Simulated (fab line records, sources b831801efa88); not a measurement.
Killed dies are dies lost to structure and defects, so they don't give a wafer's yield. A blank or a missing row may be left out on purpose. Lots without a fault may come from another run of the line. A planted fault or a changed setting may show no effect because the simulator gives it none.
A struck lot beside a sound one | flow sky130 | 23 steps out of a route of 708
Sound: wafers L159.1, L159.3, L159.6. Struck: wafers L162.2, L162.3, L162.5. The cause comes at the end.
At each step with rows: each side's tool, then ch and its chambers, then its first start. Under that, the readings that differ: sound wafers | struck wafers | difference of the means | sigmas: that difference in standard deviations of wafers without a fault.
alike: readings whose means differ by less than 2 such deviations, and words and numbers that are the same on both sides. not compared: withheld readings, readings that some wafer has no value for, bounds like >300 that may hide the same value, and numbers for which the record gives no deviation and whose values overlap.
The two part at a step that has a row with sigmas, a row that says differs or no value, or rows on one side only. Numbers that don't overlap but have no deviation are shown without sigmas and don't part them. A reading that every wafer of one side lacks parts them only if that side has two wafers or more.

first, 5 steps without rows for these wafers: SKY_RES_PROTECT_SOFTBAKE_03 (time 60 s); SKY_RES_PROTECT_EXPOSE_04 (exposes mask RPM, target cd 1270 nm); SKY_RES_PROTECT_PEB_05; SKY_RES_PROTECT_DEVELOP_06 (develop time 60 s); SKY_POLY_GATE_IMPLANT_02.
SKY_RES_PROTECT_STRIP_07: strips in O2/N2.
  sound on plasma_asher-03 ch 0,1, day 18 23:36; struck on plasma_asher-04 ch 0,1, day 19 20:26
  alike: drypump_motor_current_A, oes_product_au, strip_time_to_endpoint_s
  not compared: rf_hours_counter_h
SKY_RES_PROTECT_TW_MEAS_08:
  sound on film_metro-04, day 18 23:42; struck on film_metro-04, day 19 20:33
  alike: POLY_GATE_TW
then, 2 steps without rows for these wafers: SKY_RES_PROTECT_CLEAN_09 (cleans in SC1/SC2, time 150 s); SKY_POLY_GATE_CVD_03 (deposits Si3N4 from DCS/NH3, target thk 75 nm, time 1290 s).
SKY_POLY_GATE_THK_MEAS_04:
  sound on film_metro-03, day 19 03:58; struck on film_metro-02, day 19 22:34
  alike: POLY_GATE_CVD_03_THK
then, 2 steps without rows for these wafers: SKY_POLY_GATE_DEHYDRATE_05 (time 60 s); SKY_POLY_GATE_HMDS_06 (prime time 60 s).
SKY_POLY_GATE_COAT_07: resist thk 110 nm.
  sound on litho_track-04 ch 0, day 19 18:31; struck on litho_track-04 ch 0, day 20 14:14
  reading                                     | sound           | struck            | difference | sigmas
  model.BARC_of_POLY_GATE_COAT_07.thk_nm (nm) | 110.2 110 110.2 | 112.9 112.9 112.7 | +2.7       |
  alike: dispense_pressure_kPa
  not compared: chill_plate_temp_C, resist_line_temp_C
then, 5 steps without rows for these wafers: SKY_POLY_GATE_COAT_08 (resist thk 450 nm); SKY_POLY_GATE_SOFTBAKE_09 (time 90 s); SKY_POLY_GATE_EXPOSE_10 (exposes mask P1M, target cd 150 nm); SKY_POLY_GATE_PEB_11; SKY_POLY_GATE_DEVELOP_12 (develop time 60 s).
SKY_POLY_GATE_CD_MEAS_13: target cd 150 nm.
  sound on cd_sem-02, day 20 10:46; struck on cd_sem-01, day 21 05:16
  alike: cd_nm
SKY_POLY_GATE_OVL_MEAS_14:
  sound on overlay-02, day 20 10:53; struck on overlay-01, day 21 05:22
  alike: POLY_GATE_OVL
SKY_POLY_GATE_ETCH_15: etches BARC in N2/H2, stops on SiO2, time 118.5 s, target depth 110 nm.
  sound on rie_diel-01 ch 0,1,2, day 20 10:55; struck on rie_diel-02 ch 0,2,3, day 21 05:24
  reading                  | sound                | struck               | difference | sigmas
  throttle_valve_pct (%)   | 13.226 13.222 13.227 | 13.206 13.210 13.197 | -0.021     | -2
  model.etch.depth_nm (nm) | 110.2 110 110.2      | 112.9 112.9 112.7    | +2.7       |
  alike: drypump_motor_current_A, oes_product_au
  not compared: rf_hours_counter_h
SKY_POLY_GATE_ETCH_16: etches Si3N4 in CH3F/O2, stops on poly-Si, time 147.5 s, target depth 75 nm.
  sound on rie_diel-01 ch 0,1,2, day 20 11:01; struck on rie_diel-02 ch 0,2,3, day 21 05:29
  alike: ch3f_flow_sccm, drypump_motor_current_A, oes_product_au, throttle_valve_pct
  not compared: rf_hours_counter_h
-- the record jumps here: 28 days lie between the struck wafers' starts before and after (it left off in module POLY_GATE and takes up again in module PAD_OPEN, whose first step shown is number 708 of the route) --
SKY_PAD_OPEN_PROBE_99:
  the record has rows for the struck wafers here (prober-02, day 49 06:00) and none for the sound ones

WHERE THEY PART
First at SKY_POLY_GATE_ETCH_15; last, within this record, at SKY_PAD_OPEN_PROBE_99.

WHY: what the simulator had put in
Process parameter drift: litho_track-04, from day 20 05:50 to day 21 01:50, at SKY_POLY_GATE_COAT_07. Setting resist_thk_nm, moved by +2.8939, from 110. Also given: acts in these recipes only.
